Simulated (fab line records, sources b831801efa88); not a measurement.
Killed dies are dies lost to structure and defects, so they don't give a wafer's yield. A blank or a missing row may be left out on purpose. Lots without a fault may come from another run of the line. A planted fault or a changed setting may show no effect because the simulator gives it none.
Which tool did it? | flow gf180mcu | 11 lots, 33 wafers sampled, at 4 steps of a route of 602

WHAT THE GAUGES READ, wafer by wafer
GF_TOP_METAL_RS_MEAS_05: measures by four-point-probe.
lot  | measured     | on            | TOP_METAL_ALCU_RS (ohm/sq)
L297 | day 27 03:18 | film_metro-03 | 0.03285 0.03291 0.03281
L298 | day 27 18:30 | film_metro-03 | 0.03278 0.03281 0.03262
L299 | day 27 23:32 | film_metro-02 | 0.03238 0.03237 0.03245
L300 | day 28 10:00 | film_metro-04 | 0.03288 0.03282 0.0326
L301 | day 28 13:49 | film_metro-04 | 0.03285 0.03264 0.03273
L302 | day 28 23:44 | film_metro-04 | 0.03305 0.03292 0.03308
L309 | day 31 01:17 | film_metro-04 | 0.03323 0.03268 0.03309
L314 | day 32 08:29 | film_metro-02 | 0.04035 0.03272 0.03253
L315 | day 32 14:22 | film_metro-03 | 0.03299 0.03283 0.04047
L318 | day 33 05:35 | film_metro-02 | 0.03278 0.03272 0.03256
L320 | day 33 21:14 | film_metro-04 | 0.0329 0.03273 0.03288

WHICH TOOL RAN EACH LOT (tool, then ch and the chambers of the sampled wafers, then the start)
lot  | GF_V4_CVD_23                  | GF_V5_CVD_23                  | GF_TOP_METAL_SPUTTER_02
L297 | cvd_w-01 ch 0,1, day 24 07:42 | cvd_w-02 ch 0,1, day 27 02:29 | pvd_sputter-02, day 27 03:10
L298 | cvd_w-02 ch 0,1, day 25 00:31 | cvd_w-01 ch 0,1, day 27 17:40 | pvd_sputter-04, day 27 18:21
L299 | cvd_w-01 ch 0,1, day 25 04:45 | cvd_w-01 ch 0,1, day 27 22:43 | pvd_sputter-02, day 27 23:26
L300 | cvd_w-01 ch 0,1, day 25 15:55 | cvd_w-02 ch 0,1, day 28 08:55 | pvd_sputter-02, day 28 09:52
L301 | cvd_w-02 ch 0,1, day 25 21:05 | cvd_w-01 ch 0,1, day 28 12:52 | pvd_sputter-02, day 28 13:36
L302 | cvd_w-02 ch 0,1, day 26 07:06 | cvd_w-01 ch 0,1, day 28 22:56 | pvd_sputter-02, day 28 23:39
L309 | cvd_w-01 ch 1, day 28 13:30   | cvd_w-02 ch 0,1, day 31 00:28 | pvd_sputter-02, day 31 01:12
L314 | cvd_w-01 ch 0,1, day 29 21:36 | cvd_w-01 ch 0,1, day 32 07:16 | pvd_sputter-02, day 32 08:24
L315 | cvd_w-02 ch 0,1, day 30 05:52 | cvd_w-02 ch 0,1, day 32 13:32 | pvd_sputter-02, day 32 14:15
L318 | cvd_w-02 ch 0,1, day 30 21:50 | cvd_w-02 ch 0,1, day 33 04:46 | pvd_sputter-03, day 33 05:29
L320 | cvd_w-02 ch 0, day 31 15:41   | cvd_w-02 ch 0,1, day 33 20:23 | pvd_sputter-03, day 33 21:07
- GF_V4_CVD_23: deposits W, target thk 350 nm, time 104.9 s.
- GF_V5_CVD_23: deposits W, target thk 350 nm, time 104.9 s.
- GF_TOP_METAL_SPUTTER_02: material AlCu, target thk 900 nm, time 47.82 s.

THE ANSWER, worked out from the rows above alone
Rule: what is usual is taken from the lots themselves. Put in order of their means at a reading, lots are off if they are a third of the lots or fewer, leave a main group of 4 or more, and stand apart from it by a gap of 3 or more times the standard deviation of the main group's means; of several such gaps the widest counts. A main group whose means are all the same, to the digits that the tables above print for the reading, isn't used. A lot without any number at a reading at which 4 lots or more have one is off too. The other lots that the step has rows for count as sound.
Off: L314, L315, at GF_TOP_METAL_RS_MEAS_05 (TOP_METAL_ALCU_RS). The main group: mean 0.03278 ohm/sq, standard deviation 0.00017.
A tool fits if, at a process step before that reading, it ran every lot that is off, and no sound lot after the first of them. The gauges at GF_TOP_METAL_RS_MEAS_05 are tried like those tools. One fits: pvd_sputter-02 at GF_TOP_METAL_SPUTTER_02. Its last sound lot is L309 (day 31 01:12), its first lot that is off L314 (day 32 08:24): a fault that began between those two fits.

WHAT THE SIMULATOR HAD PUT IN
Process parameter drift: pvd_sputter-02, from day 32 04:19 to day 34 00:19, at GF_TOP_METAL_SPUTTER_02. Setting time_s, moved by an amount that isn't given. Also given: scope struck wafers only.
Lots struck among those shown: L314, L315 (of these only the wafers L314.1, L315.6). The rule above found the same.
